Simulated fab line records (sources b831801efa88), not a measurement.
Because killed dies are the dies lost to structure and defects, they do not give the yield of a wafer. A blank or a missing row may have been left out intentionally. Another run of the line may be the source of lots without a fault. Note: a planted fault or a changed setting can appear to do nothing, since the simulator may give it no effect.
What tool caused it? + flow sky130 + 12 lots with 36 wafers sampled at 3 steps, on a route of 708 steps

WHAT EACH GAUGE READ, for each wafer
SKY_VIA3_BOW_MEAS_03.
| lot  | measured     | on            | VIA3_BOW (um) |
|------|--------------|---------------|---------------|
| L622 | day 38 14:26 | film_metro-03 | 53 68 65      |
| L623 | day 38 15:17 | film_metro-03 | 72 85 79      |
| L624 | day 39 04:48 | film_metro-01 | 95 80 79      |
| L625 | day 39 06:50 | film_metro-03 | 72 70 66      |
| L627 | day 40 02:15 | film_metro-01 | 62 78 77      |
| L628 | day 40 10:46 | film_metro-04 | 71 91 87      |
| L629 | day 40 11:41 | film_metro-03 | 72 84 76      |
| L630 | day 41 22:15 | film_metro-03 | 93 95 83      |
| L636 | day 42 18:28 | film_metro-01 | 74 94 81      |
| L637 | day 43 05:01 | film_metro-04 | 81 93 96      |
| L638 | day 43 05:24 | film_metro-01 | 81 82 75      |
| L640 | day 43 13:05 | film_metro-03 | 82 78 78      |

WHAT TOOL EACH LOT RAN ON (gives the tool, then ch and the chambers of the sampled wafers, and finally the start)
| lot  | SKY_VIA1_HDPCVD_00               | SKY_METAL3_ETCH_17                 |
|------|----------------------------------|------------------------------------|
| L622 | hdpcvd-01 ch 1,2, day 32 18:46   | rie_diel-04 ch 0,1,3, day 38 13:07 |
| L623 | hdpcvd-02 ch 0,1,2, day 32 21:12 | rie_diel-03 ch 0,1,2, day 38 13:55 |
| L624 | hdpcvd-02 ch 1,2, day 33 11:34   | rie_diel-03 ch 1,2,3, day 39 03:28 |
| L625 | hdpcvd-01 ch 0,2, day 33 12:49   | rie_diel-01 ch 0,2, day 39 05:31   |
| L627 | hdpcvd-02 ch 1,2, day 34 11:19   | rie_diel-04 ch 1,3, day 40 00:54   |
| L628 | hdpcvd-02 ch 0,2, day 34 17:55   | rie_diel-04 ch 1,2, day 40 09:25   |
| L629 | hdpcvd-02 ch 0,1,2, day 34 21:25 | rie_diel-01 ch 0,3, day 40 10:22   |
| L630 | hdpcvd-01 ch 0,1, day 36 08:31   | rie_diel-01 ch 1,2,3, day 41 20:55 |
| L636 | hdpcvd-02 ch 0,2, day 37 08:55   | rie_diel-04 ch 0,2,3, day 42 17:09 |
| L637 | hdpcvd-02 ch 1,2, day 37 19:51   | rie_diel-04 ch 0,1,2, day 43 03:42 |
| L638 | hdpcvd-01 ch 0,2, day 37 19:55   | rie_diel-03 ch 1,2,3, day 43 04:03 |
| L640 | hdpcvd-01 ch 0,1, day 38 06:22   | rie_diel-01 ch 0,2,3, day 43 11:34 |
- SKY_VIA1_HDPCVD_00: deposits SiO2, target thk 1030 nm, time 171.7 s.
- SKY_METAL3_ETCH_17: etches SiO2 in C4F8/O2/Ar, stops on TiN, time 3.9 s, target depth 15 nm.

AS READ BY THE TOOLS THEMSELVES (means over the sampled wafers that have a number; for cases with no such wafer, the mark the record gives instead)
SKY_METAL3_ETCH_17.
| lot  | tool        | bias_w (W) | oes_product_au (a.u.) |
|------|-------------|------------|-----------------------|
| L622 | rie_diel-04 | 1202       | 0.756                 |
| L623 | rie_diel-03 | 1198       | 0.753                 |
| L624 | rie_diel-03 | 1199       | 0.762                 |
| L625 | rie_diel-01 | 1200       | 0.757                 |
| L627 | rie_diel-04 | 1198       | 0.759                 |
| L628 | rie_diel-04 | 1201       | 0.744                 |
| L629 | rie_diel-01 | 1199       | 0.755                 |
| L630 | rie_diel-01 | 1199       | 0.754                 |
| L636 | rie_diel-04 | 1201       | 0.749                 |
| L637 | rie_diel-04 | 1200       | 0.761                 |
| L638 | rie_diel-03 | 1200       | 0.751                 |
| L640 | rie_diel-01 | 1201       | 0.754                 |

THE ANSWER, worked out from the rows above alone
Rule: what is usual is taken from the lots themselves. Put in order of their means at a reading, lots are off if they are a third of the lots or fewer, leave a main group of 4 or more, and stand apart from it by a gap of 3 or more times the standard deviation of the main group's means; of several such gaps the widest counts. The tables above print the reading to a certain number of digits; a main group whose means all agree to those digits is not used. A lot without any number at a reading at which 4 lots or more have one is off too. The other lots that the step has rows for count as sound. After the gauges, taken in route order, come the tools' own readings; for these a lot's mean is taken, as printed above. At the first step where some lot is off, the reading lying furthest off is the one used; lots without a number count as furthest.
Nothing can be told from this: no lot is off at any reading shown.

WHAT THE SIMULATOR PUT IN
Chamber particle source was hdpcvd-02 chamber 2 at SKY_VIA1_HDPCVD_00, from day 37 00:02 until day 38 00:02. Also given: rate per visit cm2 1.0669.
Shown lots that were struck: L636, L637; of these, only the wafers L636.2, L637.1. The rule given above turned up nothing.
